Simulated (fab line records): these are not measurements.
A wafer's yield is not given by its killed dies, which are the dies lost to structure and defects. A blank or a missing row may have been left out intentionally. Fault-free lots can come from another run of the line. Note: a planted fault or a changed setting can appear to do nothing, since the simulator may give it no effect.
A struck lot beside a sound one :: flow gf180mcu :: 15 out of 602 route steps
Sound: the wafers L852.2, L852.3, L852.6. Wafers struck: L855.1, L855.2, L855.4. The cause is given at the end.
Each step with rows lists, per side, the tool, then ch with its chambers, then its first start. Under that, the readings that differ: sound wafers :: struck wafers :: difference of the means :: sigmas: that difference in standard deviations of wafers without a fault.
alike: readings whose means differ by less than 2 such deviations, and words and numbers that are the same on both sides. not compared: withheld readings, readings that some wafer has no value for, bounds like >300 that may hide the same value, and numbers for which the record gives no deviation and whose values overlap.
The two part at a step that has a row with sigmas, a row that says differs or no value, or rows on one side only. Numbers that have no deviation but don't overlap get no sigmas and don't part them. Lack of a reading on every wafer of one side parts them only where that side has two or more wafers.

GF_V2_ETCH_16: etches BARC in N2/H2.
  sound on rie-diel-03 ch 0,1, day 21 07:00; struck on rie-diel-03 ch 0,2,3, day 22 06:34
  alike: bias-w, drypump-motor-current-A, oes-product-au, throttle-valve-pct
GF_V2_ETCH_17: etches SiO2 in C4F8/O2/Ar, stops on TiN, target depth 630 nm.
  sound: rie-diel-03 ch 0,1; struck: rie-diel-03 ch 0,2,3
  alike: bias-w, oes-product-au
then, 5 steps without rows for these wafers: GF_V2_STRIP_18 (strips in O2/N2); GF_V2_STRIP_19 (strips in post etch residue remover, time 1200 s); GF_V2_CLEAN_20 (cleans in DIW); GF_V2_SPUTTER_21 (material Ti, target thk 15 nm, time 80.02 s); GF_V2_SPUTTER_22 (material TiN, target thk 10 nm, time 40 s).
GF_V2_CVD_23: deposits W, target thk 350 nm, time 104.94 s.
  sound on cvd-w-01 ch 0, day 21 07:50; struck on cvd-w-02 ch 0,1, day 22 07:22
  alike: heater-power-w
GF_V2_RS_MEAS_24: measures by four-point-probe.
  sound on film-metro-02, day 21 07:58; struck on film-metro-02, day 22 07:29
  alike: V2_W_RS
GF_V2_THK_MEAS_25: measures by xrf.
  sound on film-metro-02, day 21 08:04; struck on film-metro-02, day 22 07:36
  alike: V2_W_THK
then, 1 step without rows for these wafers: GF_V2_CMP_26 (polishes, stops on SiO2, t overpolish 15 s, target thk 0 nm).
GF_M3_SPUTTER_00: material Ti, target thk 37.5 nm, time 150 s.
  sound on pvd-sputter-04, day 21 08:25; struck on pvd-sputter-04, day 22 07:58
  alike: throttle-valve-pct
GF_M3_SPUTTER_01: material TiN, target thk 30 nm, time 25 s.
  sound on pvd-sputter-04, day 21 08:31; struck on pvd-sputter-04, day 22 08:04
reading: model.TiN_of_M3_SPUTTER_01.thk-nm (nm)
sound: 30.05 30.69 30.71
struck: 33.09 34.36 32.92
difference: +2.97
sigmas: 
  alike: throttle-valve-pct
GF_M3_SPUTTER_02: material AlCu, target thk 450 nm, time 23.9 s.
  sound on pvd-sputter-04, day 21 08:33; struck on pvd-sputter-04, day 22 08:05
  alike: throttle-valve-pct
GF_PASSIVATION_PROBE_99:
  sound wafers here have rows in the record (prober-01, day 29 18:15); struck ones have none

## WHERE THEY PART
GF_PASSIVATION_PROBE_99 only, going by this record.

WHY: whatever the simulator had introduced
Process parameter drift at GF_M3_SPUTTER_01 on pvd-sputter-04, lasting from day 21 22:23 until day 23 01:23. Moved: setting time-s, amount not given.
